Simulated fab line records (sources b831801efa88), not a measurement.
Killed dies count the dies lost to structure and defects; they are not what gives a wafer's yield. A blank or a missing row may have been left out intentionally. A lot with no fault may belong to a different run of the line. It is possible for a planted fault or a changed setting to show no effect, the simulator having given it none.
A lot that was struck, set against a sound lot || flow sfq line || 25 out of 325 route steps
Sound: the wafers L188.2, L188.3, L188.4. Struck: wafer L195.2 (left out: L195.5, L195.6 of the same lot, which were not struck); the cause appears at the end.
For every step that has rows: the tool of each side, followed by ch and its chambers, followed by its first start. Under that, the readings that differ: sound wafers || struck wafers || difference of the means || sigmas: that difference in standard deviations of wafers without a fault.
alike: a reading whose means differ by less than 2 such deviations, as well as words and numbers matching on both sides. not compared: withheld readings; readings where some wafer has no value; bounds like >300 that might hide an equal value; numbers whose values overlap and for which the record gives no deviation.
Wherever a step has rows on one side only, a row that says differs or no value, or a row with sigmas, the two part there. Non-overlapping numbers with no deviation appear without sigmas and do not part them. A reading missing from all wafers of one side parts the sides only when that side holds two or more wafers.

first, 6 steps without rows for these wafers: SFQ_TRILAYER_M7_LITHO_COAT_182 (resist thk 62 nm); SFQ_TRILAYER_M7_LITHO_COAT_177 (resist thk 600 nm); SFQ_TRILAYER_M7_LITHO_SOFTBAKE_181; SFQ_TRILAYER_M7_LITHO_EXPOSE_178 (exposes mask M7, target cd 500 nm); SFQ_TRILAYER_M7_LITHO_PEB_180 (peb time 60 s); SFQ_TRILAYER_M7_LITHO_DEVELOP_179 (time 60 s).
SFQ_M7_OVL_MEAS_945:
  sound on overlay-01 at day 63 04:54; struck on overlay-01 at day 68 13:24
  alike: M7_OVL
SFQ_TRILAYER_M7_BARC_OPEN_METAL_ETCH_229: etches BARC in O2, target depth 125 nm, time 41.7 s.
  sound on rie metal-03 ch 0, day 63 04:57; struck on rie metal-02 ch 1, day 68 13:26
{"reading": "rf hours counter h (h)", "sound": "- - -", "struck": 77, "difference": "no value on the sound wafers", "sigmas": ""}
  alike: drypump motor current A, oes product au
SFQ_TRILAYER_M7_ETCH_METAL_ETCH_180: etches Nb in Cl2/Ar, stops on SiO2, target depth 240 nm, time 120 s.
  sound on rie metal-03 ch 0, day 63 05:06; struck on rie metal-02 ch 1, day 68 13:29
{"reading": "rf hours counter h (h)", "sound": "- - -", "struck": 77, "difference": "no value on the sound wafers", "sigmas": ""}
  alike: drypump motor current A, oes product au
then, 2 steps without rows for these wafers: SFQ_TRILAYER_M7_STRIP_STRIP_181 (strips in O2); SFQ_TRILAYER_M7_STRIP_SOLV_CLEAN_182 (cleans in NMP, time 600 s).
SFQ_TRILAYER_I7_DEP_PECVD_183: deposits SiO2 from SiH4/N2O, time 111.11 s, target thk 500 nm.
  sound on pecvd-02 ch 1,2, day 63 06:51; struck on pecvd-01 ch 0, day 68 14:23
  alike: heater power outer w, heater power w, throttle valve pct
SFQ_TRILAYER_I7_CMP_CMP_184: polishes SiO2.
  sound on cmp-02 ch 0,1,3, day 63 16:53; struck on cmp-01 ch 0, day 68 20:19
{"reading": "model.SiO2_of_TRILAYER_I7_DEP_PECVD_183.thk nm (nm)", "sound": "198.4 197.4 198.6", "struck": 220.8, "difference": "+22.7", "sigmas": ""}
  alike: head pressure psi, motor current A, time to endpoint s
SFQ_I7_BOW_MEAS_946:
  sound on film metro-03 at day 63 19:55; struck on film metro-04 at day 68 23:10
  not compared: I7_BOW
SFQ_TRILAYER_I7_METRO_MEASURE_185:
  sound on film metro-03 at day 63 20:13; struck on film metro-04 at day 69 06:26
{"reading": "thk nm (nm)", "sound": "198.4 197.5 198.6", "struck": 220.9, "difference": "+22.7", "sigmas": "+26"}
then, 6 steps without rows for these wafers: SFQ_TRILAYER_I7_VIA_LITHO_COAT_192 (resist thk 62 nm); SFQ_TRILAYER_I7_VIA_LITHO_COAT_187 (resist thk 650 nm); SFQ_TRILAYER_I7_VIA_LITHO_SOFTBAKE_191; SFQ_TRILAYER_I7_VIA_LITHO_EXPOSE_188 (exposes mask I7, target cd 1000 nm); SFQ_TRILAYER_I7_VIA_LITHO_PEB_190 (peb time 60 s); SFQ_TRILAYER_I7_VIA_LITHO_DEVELOP_189 (time 60 s).
-- the record jumps here: 2 days lie between the struck wafers' starts before and after --
SFQ_I7_OVL_MEAS_947:
  sound on overlay-01 at day 64 20:21; struck on overlay-01 at day 71 18:25
  alike: I7_OVL
SFQ_TRILAYER_I7_VIA_BARC_OPEN_VIA_ETCH_260: etches BARC in O2, target depth 125 nm, time 41.7 s.
  sound on rie diel-04 ch 0,2,3, day 64 20:23; struck on rie diel-04 ch 1, day 71 18:27
{"reading": "rf hours counter h (h)", "sound": "3 17 6", "struck": 19, "difference": "+10", "sigmas": ""}
  alike: drypump motor current A, oes product au
SFQ_TRILAYER_I7_VIA_ETCH_VIA_ETCH_190: etches SiO2 in CHF3, stops on Nb, target depth 260 nm.
  sound on rie diel-04 ch 0,2,3, day 64 20:25; struck on rie diel-04 ch 1, day 71 18:29
{"reading": "oes product au (a.u.)", "sound": "0.851 0.849 0.853", "struck": 0.907, "difference": "+0.056", "sigmas": "+11"}
{"reading": "model.I7.feature depth nm (nm)", "sound": "198.4 197.4 198.6", "struck": 220.8, "difference": "+22.7", "sigmas": ""}
{"reading": "model.etch.depth nm (nm)", "sound": "198.4 197.4 198.6", "struck": 220.8, "difference": "+22.7", "sigmas": ""}
  alike: drypump motor current A
SFQ_TRILAYER_I7_VIA_STRIP_STRIP_191: strips in O2.
  sound on rie metal-01 ch 0,1, day 64 20:32; struck on rie metal-02 ch 1, day 71 18:37
  alike: drypump motor current A, oes product au
  not compared: rf hours counter h

## WHERE THEY PART
First at SFQ_TRILAYER_M7_BARC_OPEN_METAL_ETCH_229; last, within this record, at SFQ_TRILAYER_I7_VIA_ETCH_VIA_ETCH_190. Later steps at which nothing parts them and some readings are alike: SFQ_TRILAYER_I7_VIA_STRIP_STRIP_191.

WHY: the cause the simulator had injected
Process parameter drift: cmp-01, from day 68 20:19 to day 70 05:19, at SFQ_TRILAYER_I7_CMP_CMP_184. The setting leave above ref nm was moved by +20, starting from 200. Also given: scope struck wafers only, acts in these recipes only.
